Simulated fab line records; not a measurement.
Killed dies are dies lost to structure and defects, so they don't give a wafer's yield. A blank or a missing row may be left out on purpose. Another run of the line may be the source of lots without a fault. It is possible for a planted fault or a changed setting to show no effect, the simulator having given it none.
2 desks looking at one fault | flow sky130 | each desk has only its own numbers; what lay behind them comes last

== THE METROLOGY DESK ==
Means of the sampled wafers that have a number, per lot and without regard to the tool the lot ran on: this is what the gauges read. Marked OUT: a lot whose mean sits more than 4 standard deviations from the usual mean, which makes it out of limits; the brackets give that distance.
Columns: A = VT_ADJUST_PCH_TW at SKY_VT_ADJUST_PCH_TW_MEAS_10, usual 143.0; B = cdNm at SKY_SONOS_TUNNEL_CD_MEAS_07, usual 410.2 nm; C = SONOS_TUNNEL_OVL at SKY_SONOS_TUNNEL_OVL_MEAS_08, usual 0.8 nm
lot  | first seen here | A     | B     | C
L208 | day 10 21:19    | 143.0 | 412.5 | 1.8
L216 | day 13 06:00    | 142.2 | 410.5 | 1.4
L218 | day 13 16:48    | 143.2 | 412.5 | 0.2
L225 | day 16 03:27    | 142.8 | 410.9 | -1.1
L226 | day 16 09:46    | 143.3 | 411.5 | 1.2
L229 | day 17 12:54    | 142.6 | 412.1 | 0.3
This desk found nothing out of limits on any of the 6 lots.

== FOR THE TOOL OWNER'S DESK: implanter-03 ==
SKY_SONOS_TUNNEL_IMPLANT_09, tool's own readings: per-lot mean of the sampled wafers with a number, covering each lot this tool ran. Marked OUT: a lot whose mean sits more than 4 standard deviations from the usual mean, which makes it out of limits; the brackets give that distance.
Columns: A = beamEnergyKeV at SKY_SONOS_TUNNEL_IMPLANT_09, usual 20.000
lot  | first seen here | A
L208 | day 11 19:30    | 19.993
L216 | day 14 07:46    | 20.792 (+99 or more) OUT
L218 | day 14 18:58    | 20.796 (+99 or more) OUT
This desk's finding: out of limits on L216, L218; first on L216, day 14 07:46 (beamEnergyKeV at SKY_SONOS_TUNNEL_IMPLANT_09). L208: within limits.

== BROUGHT TOGETHER ==
The tool owner's desk could have raised an alarm at day 14 07:46, on L216, L218.
The metrology desk saw nothing out of limits.
The metrology desk holds a record of L216, L218, inside its limits.
Of the lots named, all ran SKY_SONOS_TUNNEL_IMPLANT_09 on implanter-03.

== WHAT WAS PUT IN BY THE SIMULATOR ==
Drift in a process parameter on implanter-03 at SKY_SONOS_TUNNEL_IMPLANT_09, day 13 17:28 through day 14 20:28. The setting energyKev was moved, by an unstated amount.
Lots struck among those shown: L216, L218.
Hours from the fault's start to each desk's first reading out of limits: the tool owner's desk, 14.
